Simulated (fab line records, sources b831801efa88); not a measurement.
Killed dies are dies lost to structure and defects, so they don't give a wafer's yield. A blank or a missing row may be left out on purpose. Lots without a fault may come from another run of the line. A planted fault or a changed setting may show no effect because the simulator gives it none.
fab line records | flow sky130
record lots=5 wafers=15 last_day=48
route steps=708 shown VIA1@464 METAL2@483
lots that met no fault: from a run of the same line without faults
start_h: hours from the record's first day to the start of the lot's first wafer shown | wait_h: hours since the lot's step before | " the same as in the row above | L1.1+2: a row that stands for several wafers | - no value, or no start given | * or withheld: withheld | < > ~ a bound
route shown NAME@n: a module of which the file shows steps, and the number in the route of the first | usual: mean/standard deviation of fault-free wafers | same: alike in all rows | chamber/n: place in a boat | sites: the reading at each site | _std_site: their standard deviation | _edge_site: outer sites' mean less inner sites' | radius_mm: how far each site lies from the wafer's centre | mask NAME#n: copy n | behind: the tool/chamber that last shaped the wafer | hold: why the lot was held/for how many hours/how that ended | device: the transistor (n, p or np) that didn't switch | end of line: the same wafers' tests at the end of the route | a step without rows: its recipe alone | killed: dies lost to structure and defects at the first sort, not the wafer's yield | map: a wafer's dies, x killed, . not, _ none there
set.NAME: the setting as run; set.NAME@STEP: as run at that earlier step | model.NAME: the simulator's own value behind a step, which no gauge read
lots at some steps of the route; a table a step, a row a wafer
services: from which hour (start_h, from the record's first day; less than 0 if before it) a tool's chamber was out of use, for how many hours, and why
## steps
# step SKY_VIA1_COAT_06
# recipe resist=BARC temp_c=withheld time_s=withheld spin_rpm=3000 resist_thk_nm=60
# columns lot.wafer tool chamber start_h wait_h
L077.2+4+5 litho_track-04 0 791.12 0.1
L078.1+5+6 litho_track-01 0 803.67 0.1
L079.1+3+6 litho_track-01 0 823.27 0.1
L085.2+3+5 litho_track-04 0 872.07 0.1
L086.3+4+5 litho_track-01 0 888.17 0.1
# step SKY_VIA1_COAT_07
# recipe resist=KrF-thick spin_rpm=3000 resist_thk_nm=450
# columns lot.wafer tool chamber start_h wait_h
L077.2+4+5 litho_track-04 0 - -
L078.1+5+6 litho_track-01 0 - -
L079.1+3+6 litho_track-01 0 - -
L085.2+3+5 litho_track-04 0 - -
L086.3+4+5 litho_track-01 0 - -
# step SKY_VIA1_SOFTBAKE_08
# recipe temp_c=99.48 time_s=90 resist=KrF-thick
# columns lot.wafer tool chamber start_h wait_h
L077.2+4+5 litho_track-04 0 - -
L078.1+5+6 litho_track-01 0 - -
L079.1+3+6 litho_track-01 0 - -
L085.2+3+5 litho_track-04 0 - -
L086.3+4+5 litho_track-01 0 - -
# step SKY_VIA1_EXPOSE_09
# recipe mask_id=VIM na=0.8 source_shape=annular sigma_inner=0.55 sigma_outer=0.85 target_cd_nm=150 dose_mj=38
# columns lot.wafer tool chamber start_h wait_h mask
L077.2+4+5 krf_scanner-02 0 - - VIM#0
L078.1+5+6 krf_scanner-01 0 - - VIM#0
L079.1+3+6 krf_scanner-01 0 - - VIM#0
L085.2+3+5 krf_scanner-02 0 - - VIM#0
L086.3+4+5 krf_scanner-02 0 - - VIM#0
# step SKY_VIA1_PEB_10
# recipe peb_temp_c=withheld peb_time_s=withheld resist=KrF-thick
# columns lot.wafer tool chamber start_h wait_h
L077.2+4+5 litho_track-04 0 - -
L078.1+5+6 litho_track-01 0 - -
L079.1+3+6 litho_track-01 0 - -
L085.2+3+5 litho_track-04 0 - -
L086.3+4+5 litho_track-02 0 - -
# step SKY_VIA1_DEVELOP_11
# recipe develop_time_s=60 resist=KrF-thick dev_temp_c=21
# usual developer_temp_C=21.02/0.1
# columns lot.wafer tool chamber start_h wait_h developer_temp_C
L077.2 litho_track-04 0 - - 21.09
L077.4 " 0 " " 21.17
L077.5 " 0 " " 21.08
L078.1 litho_track-01 0 - - 20.97
L078.5 " 0 " " 20.81
L078.6 " 0 " " 20.93
L079.1 litho_track-01 0 - - 21.14
L079.3 " 0 " " 21.09
L079.6 " 0 " " 21.23
L085.2 litho_track-04 0 - - 21.07
L085.3 " 0 " " 21.04
L085.5 " 0 " " 20.99
L086.3 litho_track-02 0 - - 21.03
L086.4 " 0 " " 20.99
L086.5 " 0 " " 21.12
# step SKY_VIA1_CD_MEAS_12
# recipe target_cd_nm=150
# usual cd_nm=149.7/1.8
# columns lot.wafer tool chamber start_h wait_h cd_nm
L077.2 cd_sem-01 - 804.92 - 150.0
L077.4 " - " " 150.9
L077.5 " - " " 151.9
L078.1 cd_sem-02 - 816.57 - 149.0
L078.5 " - " " 149.1
L078.6 " - " " 148.4
L079.1 cd_sem-01 - 836.32 - 152.5
L079.3 " - " " 152.9
L079.6 " - " " 151.5
L085.2 cd_sem-02 - 886.12 - 148.7
L085.3 " - " " 150.0
L085.5 " - " " 148.6
L086.3 cd_sem-02 - 900.86 - 145.9
L086.4 " - " " 145.3
L086.5 " - " " 146.8
# step SKY_VIA1_OVL_MEAS_13
# usual VIA1_OVL=-3/6
# columns lot.wafer tool chamber start_h wait_h VIA1_OVL[nm]
L077.2 overlay-01 - 805.02 0.1 -10
L077.4 " - " " -4
L077.5 " - " " 11
L078.1 overlay-02 - 816.69 0.1 -4
L078.5 " - " " 5
L078.6 " - " " 5
L079.1 overlay-01 - 836.44 0.1 4
L079.3 " - " " 2
L079.6 " - " " 9
L085.2 overlay-02 - 886.22 0.1 1
L085.3 " - " " -4
L085.5 " - " " 0
L086.3 overlay-02 - 900.95 0.1 -12
L086.4 " - " " -6
L086.5 " - " " -4
# step SKY_VIA1_ETCH_14
# recipe chemistry=N2/H2 target=BARC ion_energy_ev=200 source_w=500 bias_w=100 pressure_mtorr=30 n2_flow_sccm=100 h2_flow_sccm=200 stop_on=SiO2 time_s=45.9 target_depth_a=600
# usual drypump_motor_current_A=5.7/0.32 oes_product_au=0.855/0.0045 throttle_valve_pct=13.225/0.0084
# columns lot.wafer tool chamber start_h wait_h drypump_motor_current_A oes_product_au rf_hours_counter_h throttle_valve_pct
L077.2 rie_diel-03 1 805.05 0.0 6.0 0.854 12 13.236
L077.4 " 2 " " 5.9 0.857 17 13.225
L077.5 " 0 " " 5.5 0.852 - 13.224
L078.1 rie_diel-02 3 816.73 0.0 5.0 0.854 0 13.226
L078.5 " 2 " " 5.8 0.842 - 13.216
L078.6 " 1 " " 5.5 0.858 - 13.234
L079.1 rie_diel-02 3 836.48 0.0 5.0 0.860 1 13.230
L079.3 " 2 " " 5.8 0.855 7 13.203
L079.6 " 3 " " 5.0 0.847 - 13.214
L085.2 rie_diel-03 3 886.25 0.0 6.1 0.860 11 13.231
L085.3 " 2 " " 5.9 0.858 20 13.225
L085.5 " 3 " " 6.1 0.854 - 13.227
L086.3 rie_diel-02 2 900.97 0.0 5.8 0.851 9 13.233
L086.4 " 3 " " 5.0 0.850 3 13.224
L086.5 " 3 " " 5.0 0.859 - 13.232
# step SKY_VIA1_ETCH_15
# recipe target=SiO2 chemistry=C4F8/O2/Ar target_depth_nm=351 stop_on=TiN mask_material=KrF-thick source_w=1500 bias_w=1200 pressure_mtorr=40 c4f8_flow_sccm=withheld O2_flow_sccm=6 Ar_flow_sccm=300 time_s=54
# usual oes_product_au=0.983/0.0052
# columns lot.wafer tool chamber start_h wait_h oes_product_au rf_hours_counter_h
L077.2 rie_diel-03 1 805.09 0.0 0.975 12
L077.4 " 2 " " 0.987 17
L077.5 " 0 " " 0.977 -
L078.1 rie_diel-02 3 816.77 0.0 0.981 0
L078.5 " 2 " " 0.977 -
L078.6 " 1 " " 0.971 -
L079.1 rie_diel-02 3 836.52 0.0 0.989 1
L079.3 " 2 " " 0.978 7
L079.6 " 3 " " 0.983 -
L085.2 rie_diel-03 3 886.30 0.0 0.979 11
L085.3 " 2 " " 0.985 20
L085.5 " 3 " " 0.974 -
L086.3 rie_diel-02 2 901.02 0.0 0.977 9
L086.4 " 3 " " 0.992 3
L086.5 " 3 " " 0.986 -
# step SKY_VIA1_STRIP_16
# recipe chemistry=O2/N2 power_w=1400 pressure_mtorr=1500 platen_temp_c=withheld o2_flow_sccm=3000 n2_flow_sccm=300 overash_fraction=0.5
# usual drypump_motor_current_A=6.03/0.28 oes_product_au=0.416/0.0048 strip_time_to_endpoint_s=4.453/0.02
# columns lot.wafer tool chamber start_h wait_h drypump_motor_current_A oes_product_au rf_hours_counter_h strip_time_to_endpoint_s
L077.2 plasma_asher-01 0 805.14 0.0 6.14 0.415 98 4.452
L077.4 " 0 " " 6.15 0.410 - 4.459
L077.5 " 0 " " 6.14 0.412 - 4.472
L078.1 plasma_asher-01 1 816.82 0.0 6.11 0.417 100 4.447
L078.5 " 0 " " 6.16 0.408 - 4.473
L078.6 " 1 " " 6.11 0.417 - 4.426
L079.1 plasma_asher-03 0 836.57 0.0 6.47 0.412 68 4.452
L079.3 " 0 " " 6.47 0.424 - 4.442
L079.6 " 0 " " 6.46 0.420 - 4.456
L085.2 plasma_asher-03 0 886.34 0.0 6.47 0.425 74 4.498
L085.3 " 0 " " 6.47 0.407 - 4.467
L085.5 " 1 " " 5.78 0.415 - 4.494
L086.3 plasma_asher-02 0 901.10 0.1 5.94 0.414 - 4.456
L086.4 " 1 " " 5.59 0.415 - 4.448
L086.5 " 1 " " 5.55 0.414 - 4.432
# step SKY_VIA1_STRIP_17
# recipe chemistry=post_etch_residue_remover time_s=1200 temp_c=72.5
# usual bath_heat_duty_pct=14.2/1.2 temp_c=72.50/0.13
# columns lot.wafer tool chamber start_h wait_h bath_heat_duty_pct temp_c
L077.2 wet_bench-01 0 805.24 0.1 13.8 72.44
L077.4 " 0 " " 14.3 72.27
L077.5 " 0 " " 13.3 72.53
L078.1 wet_bench-01 1 816.92 0.1 16.7 72.39
L078.5 " 1 " " 14.7 72.51
L078.6 " 1 " " 15.9 72.37
L079.1 wet_bench-02 3 836.67 0.1 12.9 72.21
L079.3 " 3 " " 14.4 72.31
L079.6 " 3 " " 13.7 72.25
L085.2 wet_bench-02 1 886.44 0.1 15.0 72.60
L085.3 " 1 " " 15.7 72.30
L085.5 " 1 " " 14.5 72.30
L086.3 wet_bench-02 3 901.16 0.0 13.6 72.36
L086.4 " 3 " " 14.1 72.52
L086.5 " 3 " " 13.6 72.58
# step SKY_VIA1_CLEAN_18
# recipe chemistry=IPA time_s=180 temp_c=25
# usual bath_heat_duty_pct=6.1/0.65 temp_c=24.98/0.12
# columns lot.wafer tool chamber start_h wait_h bath_heat_duty_pct temp_c
L077.2 wet_bench-02 3 805.58 0.0 5.3 25.01
L077.4 " 3 " " 6.7 24.94
L077.5 " 3 " " 5.0 24.93
L078.1 wet_bench-02 1 817.26 0.0 6.0 25.02
L078.5 " 1 " " 5.8 25.05
L078.6 " 1 " " 7.1 25.05
L079.1 wet_bench-03 1 837.04 0.0 6.6 25.01
L079.3 " 1 " " 5.1 24.98
L079.6 " 1 " " 6.4 24.97
L085.2 wet_bench-03 1 886.78 0.0 6.4 24.89
L085.3 " 1 " " 7.3 25.09
L085.5 " 1 " " 6.6 24.90
L086.3 wet_bench-03 3 901.50 0.0 5.9 24.78
L086.4 " 3 " " 6.3 25.01
L086.5 " 3 " " 5.7 25.08
# step SKY_VIA1_CLEAN_19
# recipe chemistry=O3/DIW dry=n2_spin
# columns lot.wafer tool chamber start_h wait_h
L077.2+4+5 wet_bench-03 0 805.64 0.0
L078.1+5+6 wet_bench-03 1 817.33 0.0
L079.1+3+6 wet_bench-01 1 837.11 0.0
L085.2+3+5 wet_bench-02 0 886.84 0.0
L086.3+4+5 wet_bench-01 1 901.56 0.0
# step SKY_VIA1_SPUTTER_20
# recipe material=TiN target_thk_nm=20 chamber_pressure_pa=5 power_w=4000 time_s=80
# usual throttle_valve_pct=29.4/1
# columns lot.wafer tool chamber start_h wait_h throttle_valve_pct
L077.2 pvd_sputter-03 - 805.73 0.0 30.0
L077.4 " - " " 27.9
L077.5 " - " " 28.0
L078.1 pvd_sputter-04 - 817.43 0.0 30.0
L078.5 " - " " 28.1
L078.6 " - " " 29.5
L079.1 pvd_sputter-02 - 837.20 0.0 29.3
L079.3 " - " " 30.8
L079.6 " - " " 30.5
L085.2 pvd_sputter-03 - 886.93 0.0 30.2
L085.3 " - " " 28.3
L085.5 " - " " 28.0
L086.3 pvd_sputter-04 - 901.65 0.0 29.9
L086.4 " - " " 30.4
L086.5 " - " " 27.9
# step SKY_VIA1_CVD_21
# recipe material=W target_thk_nm=270 time_s=80.902 temp_c=400 pressure_torr=40
# usual heater_power_w=887/71
# columns lot.wafer tool chamber start_h wait_h heater_power_w
L077.2 cvd_w-02 1 805.79 0.0 882
L077.4 " 0 " " 771
L077.5 " 1 " " 915
L078.1 cvd_w-01 0 817.49 0.0 880
L078.5 " 0 " " 907
L078.6 " 1 " " 926
L079.1 cvd_w-02 0 837.26 0.0 797
L079.3 " 1 " " 898
L079.6 " 0 " " 780
L085.2 cvd_w-01 1 886.99 0.0 949
L085.3 " 1 " " 915
L085.5 " 0 " " 923
L086.3 cvd_w-02 1 901.75 0.1 925
L086.4 " 0 " " 785
L086.5 " 1 " " 932
# step SKY_VIA1_RS_MEAS_22
# recipe thk_meas_gauge=four-point-probe reads=W_of_VIA1_CVD_21+TiN_of_VIA1_SPUTTER_20
# usual VIA1_W_RS=0.429/0.0041
# columns lot.wafer tool chamber start_h wait_h VIA1_W_RS[ohm/sq]
L077.2 film_metro-02 - 805.91 0.1 0.426
L077.4 " - " " 0.424
L077.5 " - " " 0.428
L078.1 film_metro-03 - 817.58 0.1 0.431
L078.5 " - " " 0.426
L078.6 " - " " 0.436
L079.1 film_metro-02 - 837.35 0.1 0.427
L079.3 " - " " 0.433
L079.6 " - " " 0.432
L085.2 film_metro-03 - 887.11 0.1 0.431
L085.3 " - " " 0.428
L085.5 " - " " 0.420
L086.3 film_metro-03 - 901.85 0.1 0.433
L086.4 " - " " 0.435
L086.5 " - " " 0.433
# step SKY_VIA1_THK_MEAS_23
# recipe thk_meas_gauge=xrf reads=W_of_VIA1_CVD_21
# usual VIA1_W_THK=274/3.4
# columns lot.wafer tool chamber start_h wait_h VIA1_W_THK[nm]
L077.2 film_metro-02 - 806.02 0.1 275
L077.4 " - " " 277
L077.5 " - " " 275
L078.1 film_metro-03 - 817.70 0.1 276
L078.5 " - " " 282
L078.6 " - " " 274
L079.1 film_metro-02 - 837.47 0.1 276
L079.3 " - " " 273
L079.6 " - " " 273
L085.2 film_metro-03 - 887.22 0.1 274
L085.3 " - " " 276
L085.5 " - " " 280
L086.3 film_metro-03 - 901.95 0.1 275
L086.4 " - " " 276
L086.5 " - " " 278
# step SKY_VIA1_CMP_24
# recipe stop_on=SiO2 t_overpolish_s=15 down_force_psi=3.5 platen_rpm=60 target_thk_nm=0 pad_velocity_m_s=0.94248
# usual head_pressure_psi=3.500/0.0078 motor_current_A=10.5/1 overpolish_run_s=15.001/0.0089 platen_rpm=60.00/0.043 time_to_endpoint_s=67/3.1
# columns lot.wafer tool chamber start_h wait_h head_pressure_psi motor_current_A overpolish_run_s platen_rpm time_to_endpoint_s
L077.2 cmp-01 2 806.12 0.1 3.515 12.3 15.014 60.01 65
L077.4 " 0 " " 3.508 9.7 15.004 60.00 64
L077.5 " 1 " " 3.498 11.7 15.000 60.03 70
L078.1 cmp-01 0 817.81 0.1 3.500 9.9 15.019 59.93 64
L078.6 " 3 " " 3.501 10.0 14.975 60.00 67
L078.5 " 0 " " 3.496 10.0 15.009 59.98 64
L079.3 cmp-01 3 837.58 0.1 3.491 10.4 15.007 59.95 69
L079.1 " 0 " " 3.512 9.9 15.010 59.99 66
L079.6 " 2 " " 3.494 12.6 14.982 60.04 69
L085.2 cmp-01 3 887.32 0.1 3.507 10.5 15.000 59.97 68
L085.3 " 0 " " 3.492 10.2 14.980 60.04 66
L085.5 " 3 " " 3.497 10.4 15.002 60.05 69
L086.4 cmp-02 2 901.99 0.0 3.496 8.9 15.012 59.99 69
L086.3 " 0 " " 3.494 10.4 14.997 59.94 72
L086.5 " 2 " " 3.487 8.8 15.008 59.98 72
# step SKY_METAL2_SPUTTER_00
# recipe material=Ti target_thk_nm=15 power_w=3000 time_s=10 chamber_pressure_pa=0.4
# usual throttle_valve_pct=29.5/1
# columns lot.wafer tool chamber start_h wait_h throttle_valve_pct
L077.2 pvd_sputter-02 - 806.37 0.2 30.8
L077.4 " - " " 29.6
L077.5 " - " " 29.1
L078.1 pvd_sputter-03 - 818.06 0.2 27.9
L078.5 " - " " 28.0
L078.6 " - " " 30.0
L079.1 pvd_sputter-01 - 837.83 0.1 30.6
L079.3 " - " " 30.7
L079.6 " - " " 28.4
L085.2 pvd_sputter-02 - 887.59 0.2 30.8
L085.3 " - " " 30.5
L085.5 " - " " 30.3
L086.3 pvd_sputter-03 - 902.29 0.1 30.2
L086.4 " - " " 28.1
L086.5 " - " " 30.3
# step SKY_METAL2_SPUTTER_01
# recipe material=TiN target_thk_nm=20 power_w=6500 time_s=16.7 chamber_pressure_pa=0.4
# usual throttle_valve_pct=29.6/1
# columns lot.wafer tool chamber start_h wait_h throttle_valve_pct
L077.2 pvd_sputter-02 - 806.39 0.0 30.7
L077.4 " - " " 29.4
L077.5 " - " " 29.3
L078.1 pvd_sputter-03 - 818.09 0.0 28.3
L078.5 " - " " 28.2
L078.6 " - " " 30.2
L079.1 pvd_sputter-01 - 837.85 0.0 30.7
L079.3 " - " " 30.6
L079.6 " - " " 28.4
L085.2 pvd_sputter-02 - 887.61 0.0 30.7
L085.3 " - " " 30.8
L085.5 " - " " 30.4
L086.3 pvd_sputter-03 - 902.31 0.0 30.1
L086.4 " - " " 28.1
L086.5 " - " " 30.0
# step SKY_METAL2_SPUTTER_02
# recipe material=AlCu target_thk_nm=250 power_w=10600 time_s=13.3 chamber_pressure_pa=0.4
# usual throttle_valve_pct=29.5/1
# columns lot.wafer tool chamber start_h wait_h throttle_valve_pct
L077.2 pvd_sputter-02 - 806.41 0.0 30.5
L077.4 " - " " 29.5
L077.5 " - " " 29.7
L078.1 pvd_sputter-03 - 818.11 0.0 28.1
L078.5 " - " " 28.2
L078.6 " - " " 29.9
L079.1 pvd_sputter-01 - 837.88 0.0 30.7
L079.3 " - " " 30.4
L079.6 " - " " 28.6
L085.2 pvd_sputter-02 - 887.64 0.0 30.7
L085.3 " - " " 30.5
L085.5 " - " " 30.7
L086.3 pvd_sputter-03 - 902.34 0.0 30.1
L086.4 " - " " 28.0
L086.5 " - " " 30.1
# step SKY_METAL2_SPUTTER_03
# recipe material=Ti target_thk_nm=5 power_w=3000 time_s=3.3 chamber_pressure_pa=0.4
# usual throttle_valve_pct=29.5/1
# columns lot.wafer tool chamber start_h wait_h throttle_valve_pct
L077.2 pvd_sputter-02 - 806.44 0.0 30.6
L077.4 " - " " 29.4
L077.5 " - " " 29.2
L078.1 pvd_sputter-03 - 818.14 0.0 28.0
L078.5 " - " " 28.4
L078.6 " - " " 30.0
L079.1 pvd_sputter-01 - 837.90 0.0 30.3
L079.3 " - " " 30.2
L079.6 " - " " 28.4
L085.2 pvd_sputter-02 - 887.66 0.0 30.9
L085.3 " - " " 30.4
L085.5 " - " " 30.7
L086.3 pvd_sputter-03 - 902.36 0.0 30.0
L086.4 " - " " 27.9
L086.5 " - " " 30.3
# step SKY_METAL2_SPUTTER_04
# recipe material=TiN target_thk_nm=70 power_w=6500 time_s=58.3 chamber_pressure_pa=0.4
# usual throttle_valve_pct=29.5/0.99
# columns lot.wafer tool chamber start_h wait_h throttle_valve_pct
L077.2 pvd_sputter-02 - 806.46 0.0 30.6
L077.4 " - " " 29.3
L077.5 " - " " 29.6
L078.1 pvd_sputter-03 - 818.15 0.0 28.2
L078.5 " - " " 28.1
L078.6 " - " " 30.2
L079.1 pvd_sputter-01 - 837.92 0.0 30.4
L079.3 " - " " 30.5
L079.6 " - " " 28.6
L085.2 pvd_sputter-02 - 887.68 0.0 30.6
L085.3 " - " " 30.9
L085.5 " - " " 30.5
L086.3 pvd_sputter-03 - 902.38 0.0 29.8
L086.4 " - " " 28.3
L086.5 " - " " 29.8
# step SKY_METAL2_RS_MEAS_05
# recipe thk_meas_gauge=four-point-probe reads=TiN_of_METAL2_SPUTTER_04+Ti_of_METAL2_SPUTTER_03+AlCu_of_METAL2_SPUTTER_02+TiN_of_METAL2_SPUTTER_01+Ti_of_METAL2_SPUTTER_00
# usual METAL2_ALCU_RS=0.1275/0.0018
# columns lot.wafer tool chamber start_h wait_h METAL2_ALCU_RS[ohm/sq]
L077.2 film_metro-04 - 806.53 0.0 0.1261
L077.4 " - " " 0.1268
L077.5 " - " " 0.1257
L078.1 film_metro-04 - 818.20 0.0 0.1288
L078.5 " - " " 0.1292
L078.6 " - " " 0.1262
L079.1 film_metro-02 - 837.97 0.0 0.1260
L079.3 " - " " 0.1263
L079.6 " - " " 0.1284
L085.2 film_metro-02 - 887.75 0.0 0.1272
L085.3 " - " " 0.1275
L085.5 " - " " 0.1275
L086.3 film_metro-02 - 902.47 0.1 0.1285
L086.4 " - " " 0.1295
L086.5 " - " " 0.1275
# step SKY_METAL2_THK_MEAS_06
# recipe thk_meas_gauge=xrf reads=AlCu_of_METAL2_SPUTTER_02
# usual METAL2_ALCU_THK=251/3.7
# columns lot.wafer tool chamber start_h wait_h METAL2_ALCU_THK[nm]
L077.2 film_metro-04 - 806.64 0.1 254
L077.4 " - " " 253
L077.5 " - " " 255
L078.1 film_metro-04 - 818.32 0.1 249
L078.5 " - " " 246
L078.6 " - " " 255
L079.1 film_metro-02 - 838.09 0.1 253
L079.3 " - " " 253
L079.6 " - " " 250
L085.2 film_metro-02 - 887.86 0.1 250
L085.3 " - " " 250
L085.5 " - " " 251
L086.3 film_metro-02 - 902.57 0.1 248
L086.4 " - " " 247
L086.5 " - " " 249
# step SKY_METAL2_DEHYDRATE_07
# recipe temp_c=200 time_s=60
# columns lot.wafer tool chamber start_h wait_h
L077.2+4+5 litho_track-04 0 818.82 12.2
L078.1+5+6 litho_track-03 0 831.21 12.9
L079.1+3+6 litho_track-04 0 850.40 12.3
L085.2+3+5 litho_track-02 0 899.39 11.5
L086.3+4+5 litho_track-04 0 915.05 12.5
# step SKY_METAL2_HMDS_08
# recipe prime_time_s=60 prime_temp_c=120
# same prime_time_s=60
# columns lot.wafer tool chamber start_h wait_h
L077.2+4+5 litho_track-04 0 818.97 0.1
L078.1+5+6 litho_track-03 0 831.36 0.1
L079.1+3+6 litho_track-04 0 850.55 0.1
L085.2+3+5 litho_track-02 0 899.54 0.1
L086.3+4+5 litho_track-04 0 915.20 0.1
# step SKY_METAL2_COAT_09
# recipe resist=BARC temp_c=withheld time_s=withheld spin_rpm=3000 resist_thk_nm=60
# columns lot.wafer tool chamber start_h wait_h
L077.2+4+5 litho_track-04 0 819.12 0.1
L078.1+5+6 litho_track-03 0 831.51 0.1
L079.1+3+6 litho_track-04 0 850.70 0.1
L085.2+3+5 litho_track-02 0 899.69 0.1
L086.3+4+5 litho_track-04 0 915.35 0.1
# step SKY_METAL2_COAT_10
# recipe resist=KrF-thick spin_rpm=3000 resist_thk_nm=450
# columns lot.wafer tool chamber start_h wait_h
L077.2+4+5 litho_track-04 0 - -
L078.1+5+6 litho_track-03 0 - -
L079.1+3+6 litho_track-04 0 - -
L085.2+3+5 litho_track-02 0 - -
L086.3+4+5 litho_track-04 0 - -
# step SKY_METAL2_SOFTBAKE_11
# recipe temp_c=100 time_s=90 resist=KrF-thick
# columns lot.wafer tool chamber start_h wait_h
L077.2+4+5 litho_track-04 0 - -
L078.1+5+6 litho_track-03 0 - -
L079.1+3+6 litho_track-04 0 - -
L085.2+3+5 litho_track-02 0 - -
L086.3+4+5 litho_track-04 0 - -
# step SKY_METAL2_EXPOSE_12
# recipe mask_id=MM2 na=0.8 source_shape=annular sigma_inner=0.55 sigma_outer=0.85 target_cd_nm=140 dose_mj=28
# columns lot.wafer tool chamber start_h wait_h mask
L077.2+4+5 krf_scanner-01 0 - - MM2#0
L078.1+5+6 krf_scanner-01 0 - - MM2#0
L079.1+3+6 krf_scanner-01 0 - - MM2#0
L085.2+3+5 krf_scanner-02 0 - - MM2#0
L086.3+4+5 krf_scanner-02 0 - - MM2#0
# step SKY_METAL2_PEB_13
# recipe peb_temp_c=withheld peb_time_s=withheld resist=KrF-thick
# columns lot.wafer tool chamber start_h wait_h
L077.2+4+5 litho_track-03 0 - -
L078.1+5+6 litho_track-02 0 - -
L079.1+3+6 litho_track-02 0 - -
L085.2+3+5 litho_track-02 0 - -
L086.3+4+5 litho_track-03 0 - -
# step SKY_METAL2_DEVELOP_14
# recipe develop_time_s=60 resist=KrF-thick dev_temp_c=20.54
# usual developer_temp_C=20.53/0.098
# columns lot.wafer tool chamber start_h wait_h developer_temp_C
L077.2 litho_track-03 0 - - 20.61
L077.4 " 0 " " 20.53
L077.5 " 0 " " 20.47
L078.1 litho_track-02 0 - - 20.39
L078.5 " 0 " " 20.49
L078.6 " 0 " " 20.24
L079.1 litho_track-02 0 - - 20.61
L079.3 " 0 " " 20.64
L079.6 " 0 " " 20.47
L085.2 litho_track-02 0 - - 20.64
L085.3 " 0 " " 20.54
L085.5 " 0 " " 20.51
L086.3 litho_track-03 0 - - 20.45
L086.4 " 0 " " 20.46
L086.5 " 0 " " 20.52
# step SKY_METAL2_CD_MEAS_15
# recipe target_cd_nm=140
# usual cd_nm=139.8/1.6
# columns lot.wafer tool chamber start_h wait_h cd_nm
L077.2 cd_sem-02 - 832.98 - 139.4
L077.4 " - " " 140.5
L077.5 " - " " 138.9
L078.1 cd_sem-01 - 844.27 - 137.6
L078.5 " - " " 136.6
L078.6 " - " " 137.6
L079.1 cd_sem-02 - 863.82 - 138.1
L079.3 " - " " 139.0
L079.6 " - " " 138.8
L085.2 cd_sem-01 - 913.39 - 139.4
L085.3 " - " " 139.2
L085.5 " - " " 140.4
L086.3 cd_sem-01 - 927.95 - 142.6
L086.4 " - " " 141.9
L086.5 " - " " 139.6
# step SKY_METAL2_OVL_MEAS_16
# usual METAL2_OVL=-3/5.5
# columns lot.wafer tool chamber start_h wait_h METAL2_OVL[nm]
L077.2 overlay-02 - 833.09 0.1 -4
L077.4 " - " " 0
L077.5 " - " " 0
L078.1 overlay-02 - 844.39 0.1 -2
L078.5 " - " " -7
L078.6 " - " " -3
L079.1 overlay-02 - 863.94 0.1 5
L079.3 " - " " 8
L079.6 " - " " -7
L085.2 overlay-02 - 913.49 0.1 -5
L085.3 " - " " -13
L085.5 " - " " -12
L086.3 overlay-01 - 928.05 0.1 -1
L086.4 " - " " -14
L086.5 " - " " -11
# step SKY_METAL2_DESCUM_17
# recipe chemistry=O2 source_power_w=150 bias_power_w=0 pressure_mtorr=10 temp_c=40 time_s=8
# usual drypump_motor_current_A=5.9/0.44 oes_product_au=1.001/0.012 temp_c=39.98/0.1
# same bias_power_w=0
# columns lot.wafer tool chamber start_h wait_h drypump_motor_current_A oes_product_au rf_hours_counter_h temp_c
L077.2 rie_metal-02 0 833.12 0.0 5.8 0.981 16 40.16
L077.4 " 0 " " 5.9 0.994 - 40.08
L077.5 " 1 " " 6.0 1.002 - 39.94
L078.1 rie_metal-04 0 844.42 0.0 6.4 0.998 15 39.94
L078.5 " 1 " " 4.9 1.025 - 39.96
L078.6 " 0 " " 6.4 0.991 - 40.06
L079.1 rie_metal-02 1 863.97 0.0 5.9 1.003 9 40.03
L079.3 " 1 " " 5.9 1.008 - 40.00
L079.6 " 1 " " 6.0 1.022 - 40.17
L085.2 rie_metal-01 1 913.52 0.0 6.2 0.992 13 39.91
L085.3 " 1 " " 6.2 0.988 - 39.89
L085.5 " 1 " " 6.3 0.994 - 39.81
L086.3 rie_metal-04 0 928.08 0.0 6.4 1.000 - 39.80
L086.4 " 1 " " 4.9 1.030 - 40.00
L086.5 " 0 " " 6.4 0.996 - 40.02
# step SKY_METAL2_ETCH_18
# recipe chemistry=N2/H2 target=BARC ion_energy_ev=200 bias_w=100 pressure_mtorr=30 n2_flow_sccm=100 h2_flow_sccm=200 icp_w=500 stop_on=SiO2 time_s=45.9 target_depth_a=600
# usual drypump_motor_current_A=5.9/0.43 oes_product_au=0.855/0.0048 throttle_valve_pct=13.225/0.0097
# columns lot.wafer tool chamber start_h wait_h drypump_motor_current_A oes_product_au rf_hours_counter_h throttle_valve_pct
L077.2 rie_metal-02 0 833.15 0.0 5.9 0.851 16 13.208
L077.4 " 0 " " 5.9 0.858 - 13.235
L077.5 " 1 " " 5.9 0.851 - 13.230
L078.1 rie_metal-04 0 844.46 0.0 6.4 0.860 15 13.219
L078.5 " 1 " " 4.9 0.849 - 13.209
L078.6 " 0 " " 6.4 0.854 - 13.221
L079.1 rie_metal-02 1 864.04 0.1 6.0 0.860 9 13.228
L079.3 " 1 " " 6.0 0.858 - 13.234
L079.6 " 1 " " 6.0 0.864 - 13.238
L085.2 rie_metal-01 1 913.56 0.0 6.3 0.855 13 13.234
L085.3 " 1 " " 6.2 0.854 - 13.223
L085.5 " 1 " " 6.3 0.862 - 13.229
L086.3 rie_metal-04 0 928.12 0.0 6.4 0.861 - 13.254
L086.4 " 1 " " 4.9 0.853 - 13.239
L086.5 " 0 " " 6.5 0.860 - 13.226
## services
# columns tool chamber start_h hours kind
pvd_sputter-03 - 772.55 4.1 repair
krf_scanner-02 - 774.78 1.3 pm
krf_scanner-02 - 776.08 0.8 pm
wet_bench-03 - 781.92 4.4 pm
pvd_sputter-02 - 792.09 9.7 repair
krf_scanner-02 - 798.56 43.5 repair
pvd_sputter-01 - 812.20 1.1 repair
pvd_sputter-01 - 831.40 0.6 repair
rie_diel-03 0 841.52 8.3 repair
krf_scanner-01 - 842.10 1.3 pm
rie_diel-03 0 853.35 13.6 repair
pvd_sputter-03 - 859.20 7.4 repair
krf_scanner-01 - 859.63 8.3 repair
cmp-01 - 863.55 12.2 pm
krf_scanner-01 - 876.38 2.5 repair
krf_scanner-02 - 879.95 1.0 pm
krf_scanner-01 - 888.71 1.0 pm
cmp-01 - 901.02 4.5 pm
cvd_w-02 - 904.00 14.0 pm
wet_bench-03 - 909.96 1.7 repair
cmp-01 - 916.20 4.0 pm
wet_bench-02 - 920.25 4.4 pm
pvd_sputter-01 - 924.06 0.8 repair
krf_scanner-01 - 927.13 0.8 pm
## key
fault none
